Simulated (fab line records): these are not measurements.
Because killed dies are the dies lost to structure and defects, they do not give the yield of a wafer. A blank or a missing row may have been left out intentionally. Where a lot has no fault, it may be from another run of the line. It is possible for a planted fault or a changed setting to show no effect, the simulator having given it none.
fab line records	flow sky130
record lots=12	wafers=36	last-day=50
route steps=708 shown SD_P@327 LI_CONTACT@383 CONTACT@423 METAL3@534 PAD_OPEN@708
lots that met no fault: from a run of the same line without faults
start-h: hours from the record's first day to the start of the lot's first wafer shown	wait-h: how many hours have passed since the lot's step before this one	" as in the row above	L1.1+2: a single row standing in for several wafers	- no value, or no start was given	* or withheld: withheld	< > ~ a bound
route shown NAME@n: NAME is a module with steps in the file, n the number in the route of the first one	usual: average and standard deviation across the fault-free wafers	same: alike in all rows	chamber/n: place in a boat	sites: per-site readings	_std_site: the values' standard deviation	_edge_site: mean of outer sites minus mean of inner sites	radius-mm: for every site, how far away it sits from the centre of the wafer	mask NAME#n: copy n	behind: the last tool/chamber to shape the wafer	hold: reason for holding the lot/hours on hold/outcome of the hold	device: names the non-switching transistor (n, p or np)	end of line: tests of these same wafers at the route's end	a step given without rows: its recipe and nothing more	killed: dies lost to structure and defects at the first sort, not the wafer's yield	map: dies across one wafer; x = killed, . = not, _ = none there
set.NAME: setting as actually run; set.NAME@STEP: the setting as run at that earlier step	model.NAME: the simulator's own value behind a step, which no gauge read
a sample of lots followed through the steps of the route, with each step as a table and each wafer as a row
services: a tool's chamber out of use, with start hour (start-h, from the record's first day; less than 0 if before it), hours out, and reason
## steps
# step SKY_SD_P_CD_MEAS_07
# recipe target-cd-nm=380
# usual cd-nm=380.4/2.5
lot.wafer	tool	chamber	start-h	wait-h	cd-nm
L387.2	cd-sem-02	-	576.91	0.1	380.3
L387.4	"	-	"	"	379.4
L387.5	"	-	"	"	381.0
L388.1	cd-sem-01	-	591.01	0.1	377.4
L388.3	"	-	"	"	377.6
L388.6	"	-	"	"	374.3
L389.1	cd-sem-02	-	597.44	0.1	382.0
L389.3	"	-	"	"	384.2
L389.6	"	-	"	"	383.7
L390.1	cd-sem-01	-	597.76	0.1	379.7
L390.5	"	-	"	"	377.3
L390.6	"	-	"	"	380.5
L392.1	cd-sem-01	-	652.29	0.1	381.0
L392.3	"	-	"	"	379.2
L392.5	"	-	"	"	376.7
L395.2	cd-sem-01	-	654.18	0.1	381.2
L395.5	"	-	"	"	381.2
L395.6	"	-	"	"	380.9
L402.2	cd-sem-01	-	715.61	0.1	378.2
L402.3	"	-	"	"	381.4
L402.4	"	-	"	"	380.0
L403.2	cd-sem-01	-	719.83	0.1	384.5
L403.4	"	-	"	"	386.9
L403.6	"	-	"	"	382.7
L404.3	cd-sem-01	-	721.23	0.1	379.4
L404.5	"	-	"	"	381.8
L404.6	"	-	"	"	382.5
L405.1	cd-sem-02	-	725.86	0.1	379.6
L405.4	"	-	"	"	381.0
L405.5	"	-	"	"	381.9
L408.1	cd-sem-01	-	745.84	0.1	379.1
L408.2	"	-	"	"	381.6
L408.3	"	-	"	"	377.8
L410.2	cd-sem-02	-	767.42	0.1	380.0
L410.3	"	-	"	"	384.2
L410.5	"	-	"	"	383.3
# step SKY_LI_CONTACT_CVD_21
# recipe material=W	target-thk-nm=400	time-s=120.56	temp-c=400	pressure-torr=40
# usual heater-power-w=848/54
lot.wafer	tool	chamber	start-h	wait-h	heater-power-w
L387.2	cvd-w-01	1	665.20	0.0	788
L387.4	"	0	"	"	828
L387.5	"	0	"	"	794
L388.1	cvd-w-01	0	678.80	0.0	809
L388.3	"	0	"	"	813
L388.6	"	0	"	"	815
L389.1	cvd-w-02	1	683.91	0.0	913
L389.3	"	0	"	"	863
L389.6	"	1	"	"	918
L390.1	cvd-w-01	0	685.76	0.0	815
L390.5	"	1	"	"	803
L390.6	"	0	"	"	807
L392.1	cvd-w-01	1	738.32	0.0	784
L392.3	"	1	"	"	788
L392.5	"	0	"	"	808
L395.2	cvd-w-01	1	741.20	0.0	795
L395.5	"	1	"	"	794
L395.6	"	0	"	"	820
L402.2	cvd-w-01	1	800.32	0.0	798
L402.3	"	0	"	"	814
L402.4	"	1	"	"	790
L403.2	cvd-w-01	0	804.21	0.0	826
L403.4	"	0	"	"	821
L403.6	"	1	"	"	801
L404.3	cvd-w-02	1	806.14	0.1	944
L404.5	"	1	"	"	940
L404.6	"	0	"	"	870
L405.1	cvd-w-01	1	809.75	0.0	808
L405.4	"	1	"	"	806
L405.5	"	1	"	"	810
L408.1	cvd-w-01	0	830.20	0.0	846
L408.2	"	1	"	"	805
L408.3	"	1	"	"	799
L410.2	cvd-w-02	1	851.42	0.0	971
L410.3	"	1	"	"	934
L410.5	"	0	"	"	853
# step SKY_CONTACT_ETCH_17
# recipe target=SiO2	chemistry=C4F8/O2/Ar	stop-on=Si3N4	mask-material=KrF-thick	source-w=1500	bias-w=1200	pressure-mtorr=40	c4f8-flow-sccm=withheld	O2_flow_sccm=6	Ar_flow_sccm=300	time-s=withheld	target-depth-a=3400
# usual oes-product-au=0.893/0.0049
lot.wafer	tool	chamber	start-h	wait-h	oes-product-au
L387.2	rie-diel-01	0	723.71	0.0	0.895
L387.4	"	3	"	"	0.900
L387.5	"	1	"	"	0.890
L388.1	rie-diel-03	2	737.66	0.0	0.890
L388.3	"	0	"	"	0.889
L388.6	"	0	"	"	0.894
L389.1	rie-diel-04	3	742.11	0.0	0.891
L389.3	"	0	"	"	0.887
L389.6	"	1	"	"	0.882
L390.1	rie-diel-04	2	743.96	0.0	0.891
L390.5	"	3	"	"	0.893
L390.6	"	2	"	"	0.893
L392.1	rie-diel-03	0	793.81	0.0	0.901
L392.3	"	1	"	"	0.890
L392.5	"	1	"	"	0.891
L395.2	rie-diel-01	1	797.59	0.0	0.900
L395.5	"	3	"	"	0.890
L395.6	"	0	"	"	0.898
L402.2	rie-diel-03	2	856.11	0.0	0.890
L402.3	"	3	"	"	0.897
L402.4	"	0	"	"	0.887
L403.2	rie-diel-03	0	861.91	0.0	0.895
L403.4	"	1	"	"	0.889
L403.6	"	0	"	"	0.891
L404.3	rie-diel-03	3	862.30	0.0	0.890
L404.5	"	0	"	"	0.892
L404.6	"	1	"	"	0.905
L405.1	rie-diel-03	3	866.54	0.0	0.892
L405.4	"	2	"	"	0.896
L405.5	"	1	"	"	0.885
L408.1	rie-diel-03	2	885.20	0.0	0.901
L408.2	"	1	"	"	0.894
L408.3	"	0	"	"	0.897
L410.2	rie-diel-03	3	906.40	0.0	0.888
L410.3	"	1	"	"	0.886
L410.5	"	3	"	"	0.882
# step SKY_METAL3_SPUTTER_02
# recipe material=AlCu	target-thk-nm=735	power-w=10600	time-s=39.1	chamber-pressure-pa=0.4
# usual cathode-dc-power-W=10600/2	chamber-pressure-pa=0.4000/0.00076	throttle-valve-pct=29.7/0.9
lot.wafer	tool	chamber	start-h	wait-h	cathode-dc-power-W	chamber-pressure-pa	throttle-valve-pct
L387.2	pvd-sputter-02	-	839.89	0.0	10599	0.3994	29.8
L387.4	"	-	"	"	10601	0.4005	30.7
L387.5	"	-	"	"	10601	0.4000	28.8
L388.1	pvd-sputter-02	-	852.86	0.0	10600	0.3992	29.0
L388.3	"	-	"	"	10602	0.4006	30.2
L388.6	"	-	"	"	10600	0.4005	29.9
L389.1	pvd-sputter-02	-	858.94	0.0	10602	0.4000	30.6
L389.3	"	-	"	"	10602	0.4002	30.1
L389.6	"	-	"	"	10599	0.3984	29.2
L390.1	pvd-sputter-01	-	859.51	0.0	10601	0.3995	28.5
L390.5	"	-	"	"	10600	0.4000	28.5
L390.6	"	-	"	"	10602	0.4005	29.7
L392.1	pvd-sputter-02	-	908.85	0.0	-	-	-
L392.3	"	-	"	"	-	-	-
L392.5	"	-	"	"	-	-	-
L395.2	pvd-sputter-03	-	911.79	0.0	-	-	-
L395.5	"	-	"	"	-	-	-
L395.6	"	-	"	"	-	-	-
L402.2	pvd-sputter-01	-	963.87	0.0	10599	0.3989	28.6
L402.3	"	-	"	"	10597	0.4001	29.5
L402.4	"	-	"	"	10601	0.3995	28.7
L403.2	pvd-sputter-02	-	969.09	0.0	10603	0.4011	30.5
L403.4	"	-	"	"	10601	0.3989	29.0
L403.6	"	-	"	"	10601	0.4006	30.4
L404.3	pvd-sputter-02	-	970.76	0.0	10600	0.3990	28.9
L404.5	"	-	"	"	10602	0.4006	30.1
L404.6	"	-	"	"	10600	0.3992	28.6
L405.1	pvd-sputter-02	-	973.28	0.0	10601	0.3991	30.1
L405.4	"	-	"	"	10602	0.4003	30.6
L405.5	"	-	"	"	10598	0.3997	30.6
L408.1	pvd-sputter-01	-	989.74	0.0	10601	0.3994	28.3
L408.2	"	-	"	"	10600	0.3999	30.9
L408.3	"	-	"	"	10602	0.3995	29.1
L410.2	pvd-sputter-02	-	1010.66	0.0	10603	0.4009	30.2
L410.3	"	-	"	"	10599	0.3994	30.3
L410.5	"	-	"	"	10596	0.4000	30.5
# step SKY_PAD_OPEN_PROBE_99
# usual defect-limited-yield=82.5/1.9	killed_at_M0_to_M3=44/6.4	killed_at_M4_up=3.4/2.1	killed-at-contacts=23/5	killed-at-front-end=15/4.5	killed-at-other=0.3/0.54	killed-dies=86/9.5	killed-on-rim=17/3.9	killed-open=48/6.9	killed-short=38/5.9	sort_bin_3_pad_short=0.8/0.44	sort_bin_5_function=10.5/1.6	sort_bin_6_memory=6.1/1.1	sort-n-pass=406/9.5	sort-yield-pct=82.5/1.9
# same gross-dies=492	killed-at-back-side=0	sort_bin_4_leakage[%]=0	sort_bin_8_speed[%]=0
lot.wafer	tool	chamber	start-h	wait-h	hold	defect-limited-yield[%]	killed_at_M0_to_M3	killed_at_M4_up	killed-at-contacts	killed-at-front-end	killed-at-other	killed-dies	killed-on-rim	killed-open	killed-short	sort_bin_3_pad_short[%]	sort_bin_5_function[%]	sort_bin_6_memory[%]	sort-n-pass	sort-yield-pct[%]
L387.2	prober-01	-	1069.06	0.1	-	81.3	48	1	21	22	0	92	21	54	38	1.0	11.0	6.7	400	81.3
L387.4	prober-01	-	1069.16	0.2	-	80.9	48	6	24	16	0	94	22	53	39	0.6	10.2	8.3	398	80.9
L387.5	prober-01	-	1069.21	0.2	-	83.1	44	2	20	17	0	83	14	48	35	0.6	10.0	6.3	409	83.1
L388.1	prober-02	-	1078.48	0.1	-	83.7	39	1	17	23	0	80	26	40	40	0.6	7.5	8.1	412	83.7
L388.3	prober-02	-	1078.58	0.2	-	80.3	49	5	29	14	0	97	21	54	43	1.0	12.4	6.3	395	80.3
L388.6	prober-02	-	1078.73	0.2	-	82.3	43	9	25	9	1	87	14	45	42	1.0	11.8	4.9	405	82.3
L390.1	prober-01	-	1083.81	0.1	-	84.3	46	1	14	16	0	77	16	43	33	1.6	8.1	5.9	415	84.3
L390.5	prober-01	-	1084.01	0.2	-	84.6	44	1	20	11	0	76	16	40	35	0.2	11.2	4.1	416	84.6
L390.6	prober-01	-	1084.06	0.2	-	85.8	32	4	24	10	0	70	10	38	31	0.6	8.7	4.9	422	85.8
L389.1	prober-02	-	1084.11	0.1	-	81.7	45	6	27	12	0	90	17	49	41	0.2	10.4	7.7	402	81.7
L389.3	prober-02	-	1084.21	0.2	-	82.9	39	3	21	20	1	84	19	44	40	0.4	12.0	4.7	408	82.9
L389.6	prober-02	-	1084.36	0.2	-	81.9	44	3	30	12	0	89	19	46	43	1.4	10.4	6.3	403	81.9
L392.1	prober-02	-	1124.68	3.0	await-dispo/2.9h/release	0	446	1	25	20	0	492	96	48	35	0.8	93.1	6.1	0	0
L392.3	prober-02	-	1124.78	3.1	await-dispo/2.9h/release	0	451	5	17	19	0	492	96	39	39	0	94.9	5.1	0	0
L392.5	prober-02	-	1124.88	3.1	await-dispo/2.9h/release	0	454	5	24	9	0	492	96	45	43	0.6	92.5	6.9	0	0
L395.2	prober-01	-	1125.93	3.6	await-dispo/3.4h/release	0	450	2	22	17	1	492	96	46	44	1.4	93.9	4.7	0	0
L395.5	prober-01	-	1126.08	3.7	await-dispo/3.4h/release	0	450	1	29	12	0	492	96	39	43	3.0	92.1	4.9	0	0
L395.6	prober-01	-	1126.13	3.7	await-dispo/3.4h/release	0	463	3	20	6	0	492	96	40	36	0	93.5	6.5	0	0
L402.2	prober-01	-	1162.75	0.1	-	82.1	40	5	27	16	0	88	14	53	35	0.6	10.6	6.7	404	82.1
L402.3	prober-01	-	1162.80	0.2	-	80.7	48	0	28	19	0	95	21	50	43	0.4	11.2	7.7	397	80.7
L402.4	prober-01	-	1162.85	0.2	-	81.3	49	5	22	16	0	92	17	52	40	1.4	10.0	7.3	400	81.3
# killed by level:class
L387.2 VIA1:geometric-particle:open=10 FIELD_ISO:geometric-particle:short=8 FIELD_ISO:geometric-particle:open=8 LI_CONTACT:geometric-particle:open=8 LOCAL_INTERCONNECT:geometric-particle:short=7 VIA2:geometric-particle:open=7 VIA3:geometric-particle:open=7 VIA3:geometric-particle:short=6
L387.4 VIA2:geometric-particle:open=12 CONTACT:geometric-particle:open=9 METAL1:geometric-particle:short=6 VIA1:geometric-particle:open=6 VIA3:geometric-particle:open=6 LI_CONTACT:geometric-particle:open=5 LOCAL_INTERCONNECT:geometric-particle:short=5 POLY_GATE:geometric-particle:open=4
L387.5 CONTACT:geometric-particle:open=10 VIA1:geometric-particle:open=7 METAL1:geometric-particle:short=6 VIA2:geometric-particle:open=6 LI_CONTACT:geometric-particle:open=5 VIA1:geometric-particle:short=5 VIA3:geometric-particle:open=5 POLY_GATE:geometric-particle:short=4
L388.1 VIA1:geometric-particle:open=8 VIA3:geometric-particle:short=7 POLY_GATE:geometric-particle:open=6 LI_CONTACT:geometric-particle:open=6 CONTACT:geometric-particle:open=6 VIA3:geometric-particle:open=6 METAL2:geometric-particle:short=5 FIELD_ISO:geometric-particle:short=4
L388.3 CONTACT:geometric-particle:open=10 VIA1:geometric-particle:open=9 VIA2:geometric-particle:open=8 LI_CONTACT:geometric-particle:open=6 CONTACT:geometric-particle:short=6 VIA1:geometric-particle:short=6 METAL2:geometric-particle:short=6 POLY_GATE:geometric-particle:open=5
L388.6 VIA1:geometric-particle:open=13 METAL4:geometric-particle:short=9 VIA3:geometric-particle:open=8 LI_CONTACT:geometric-particle:open=6 CONTACT:geometric-particle:open=6 POLY_GATE:geometric-particle:short=5 LI_CONTACT:geometric-particle:short=5 VIA3:geometric-particle:short=5
L390.1 VIA1:geometric-particle:open=11 CONTACT:geometric-particle:open=8 FIELD_ISO:geometric-particle:open=7 METAL1:geometric-particle:short=7 METAL2:geometric-particle:short=7 VIA1:geometric-particle:short=5 VIA3:geometric-particle:open=4 VIA2:geometric-particle:open=4
L390.5 VIA1:geometric-particle:open=12 LOCAL_INTERCONNECT:geometric-particle:short=8 METAL3:geometric-particle:short=5 VIA3:geometric-particle:open=5 METAL1:geometric-particle:short=4 FIELD_ISO:geometric-particle:open=3 LI_CONTACT:geometric-particle:open=3 LOCAL_INTERCONNECT:geometric-particle:open=3
L390.6 CONTACT:geometric-particle:open=9 VIA1:geometric-particle:open=9 LI_CONTACT:geometric-particle:open=6 METAL2:geometric-particle:short=6 METAL1:geometric-particle:short=5 LOCAL_INTERCONNECT:geometric-particle:short=4 VIA3:geometric-particle:open=4 LOCAL_INTERCONNECT:geometric-particle:open=3
L389.1 VIA1:geometric-particle:open=10 VIA3:geometric-particle:open=9 LI_CONTACT:geometric-particle:open=8 VIA2:geometric-particle:open=7 FIELD_ISO:geometric-particle:open=6 METAL4:geometric-particle:short=6 CONTACT:geometric-particle:open=5 CONTACT:geometric-particle:short=5
L389.3 VIA1:geometric-particle:open=10 VIA2:geometric-particle:open=9 CONTACT:geometric-particle:open=6 METAL2:geometric-particle:short=6 FIELD_ISO:geometric-particle:short=5 POLY_GATE:geometric-particle:short=5 CONTACT:geometric-particle:short=5 LI_CONTACT:geometric-particle:open=4
L389.6 VIA1:geometric-particle:open=12 LI_CONTACT:geometric-particle:open=10 CONTACT:geometric-particle:open=8 VIA2:geometric-particle:open=6 VIA1:geometric-particle:short=5 FIELD_ISO:geometric-particle:short=4 LI_CONTACT:geometric-particle:short=4 LOCAL_INTERCONNECT:geometric-particle:short=4
L392.1 METAL3:area-sputter=408 VIA2:geometric-particle:open=10 CONTACT:geometric-particle:open=8 VIA3:geometric-particle:short=6 POLY_GATE:geometric-particle:open=5 LI_CONTACT:geometric-particle:open=5 CONTACT:geometric-particle:short=5 VIA1:geometric-particle:open=5
L392.3 METAL3:area-sputter=413 VIA1:geometric-particle:open=7 FIELD_ISO:geometric-particle:short=6 VIA1:geometric-particle:short=6 CONTACT:geometric-particle:open=6 LI_CONTACT:geometric-particle:open=5 VIA2:geometric-particle:short=5 VIA2:geometric-particle:open=5
L392.5 METAL3:area-sputter=403 VIA1:geometric-particle:open=11 VIA2:geometric-particle:open=7 VIA3:geometric-particle:open=6 LOCAL_INTERCONNECT:geometric-particle:short=6 CONTACT:geometric-particle:short=6 CONTACT:geometric-particle:open=6 METAL1:geometric-particle:short=6
L395.2 METAL3:area-sputter=402 VIA1:geometric-particle:open=14 METAL2:geometric-particle:short=8 VIA3:geometric-particle:open=8 CONTACT:geometric-particle:short=7 CONTACT:geometric-particle:open=7 VIA1:geometric-particle:short=6 POLY_GATE:geometric-particle:open=5
L395.5 METAL3:area-sputter=410 CONTACT:geometric-particle:open=8 LI_CONTACT:geometric-particle:open=7 LOCAL_INTERCONNECT:geometric-particle:short=6 VIA1:geometric-particle:open=6 VIA1:geometric-particle:short=5 VIA2:geometric-particle:open=5 LI_CONTACT:geometric-particle:short=5
L395.6 METAL3:area-sputter=416 VIA1:geometric-particle:open=12 METAL2:geometric-particle:short=7 VIA2:geometric-particle:open=7 LOCAL_INTERCONNECT:geometric-particle:short=5 METAL1:geometric-particle:short=5 LI_CONTACT:geometric-particle:open=4 CONTACT:geometric-particle:open=4
L402.2 VIA3:geometric-particle:open=14 LI_CONTACT:geometric-particle:open=9 CONTACT:geometric-particle:open=7 POLY_GATE:geometric-particle:open=6 VIA1:geometric-particle:open=5 METAL3:geometric-particle:short=5 LOCAL_INTERCONNECT:geometric-particle:short=4 CONTACT:geometric-particle:short=4
L402.3 VIA1:geometric-particle:open=11 CONTACT:geometric-particle:open=8 LOCAL_INTERCONNECT:geometric-particle:short=7 CONTACT:geometric-particle:short=6 VIA3:geometric-particle:open=6 VIA2:geometric-particle:open=6 METAL2:geometric-particle:short=6 FIELD_ISO:geometric-particle:open=5
L402.4 CONTACT:geometric-particle:open=10 VIA1:geometric-particle:open=10 VIA2:geometric-particle:open=8 FIELD_ISO:geometric-particle:open=5 METAL1:geometric-particle:open=5 VIA1:geometric-particle:short=5 LI_CONTACT:geometric-particle:short=4 METAL1:geometric-particle:short=4
## services
tool	chamber	start-h	hours	kind
cvd-w-02	1	648.32	7.0	repair
cvd-w-02	0	659.99	3.4	repair
pvd-sputter-01	-	667.18	0.6	repair
cvd-w-02	-	675.71	4.0	repair
rie-diel-01	3	684.42	17.3	repair
rie-diel-01	2	688.86	18.4	repair
cvd-w-02	0	713.06	20.5	repair
rie-diel-01	2	715.58	132.0	repair
cvd-w-02	-	769.83	0.5	repair
rie-diel-03	3	770.08	9.0	repair
rie-diel-01	1	783.46	3.8	repair
cvd-w-02	-	798.67	0.3	repair
pvd-sputter-01	-	803.96	12.1	repair
pvd-sputter-01	-	810.40	4.9	repair
pvd-sputter-02	-	824.34	1.9	repair
rie-diel-04	-	861.17	4.3	pm
cvd-w-01	-	864.74	6.9	pm
rie-diel-04	0	869.69	2.9	repair
pvd-sputter-02	-	878.24	2.6	repair
pvd-sputter-02	-	878.65	4.5	repair
pvd-sputter-01	-	901.17	3.3	repair
rie-diel-01	3	902.38	2.9	repair
cvd-w-02	-	904.00	14.0	pm
rie-diel-03	1	938.79	5.1	repair
## key
first-sign step=SKY_METAL3_SPUTTER_02	reading=tool-record	direction=missing
effect step=SKY_PAD_OPEN_PROBE_99	reading=killed_at_M0_to_M3	direction=up	sigmas=64	usual=44	struck=452
more-kills-born-at SKY_METAL3_SPUTTER_02@pvd-sputter-03=1228	SKY_METAL3_SPUTTER_02@pvd-sputter-02=1224
met-at SKY_METAL3_SPUTTER_02
struck-lots L392,L395
later-rows-left-out L392.1,L392.3,L392.5,L395.2,L395.5,L395.6
not-acting-at SKY_SD_P_CD_MEAS_07,SKY_LI_CONTACT_CVD_21,SKY_CONTACT_ETCH_17
onset-between 858.94 908.85
fault kind=skipped-step-whole	tool=pvd-sputter-02,pvd-sputter-03	chamber=-	onset-h=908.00	steps=SKY_METAL3_SPUTTER_02	scope=struck-lots-only
# later-rows-left-out: the simulator's readings of these wafers behind a module that went badly wrong aren't trusted and aren't shown, but for the sort
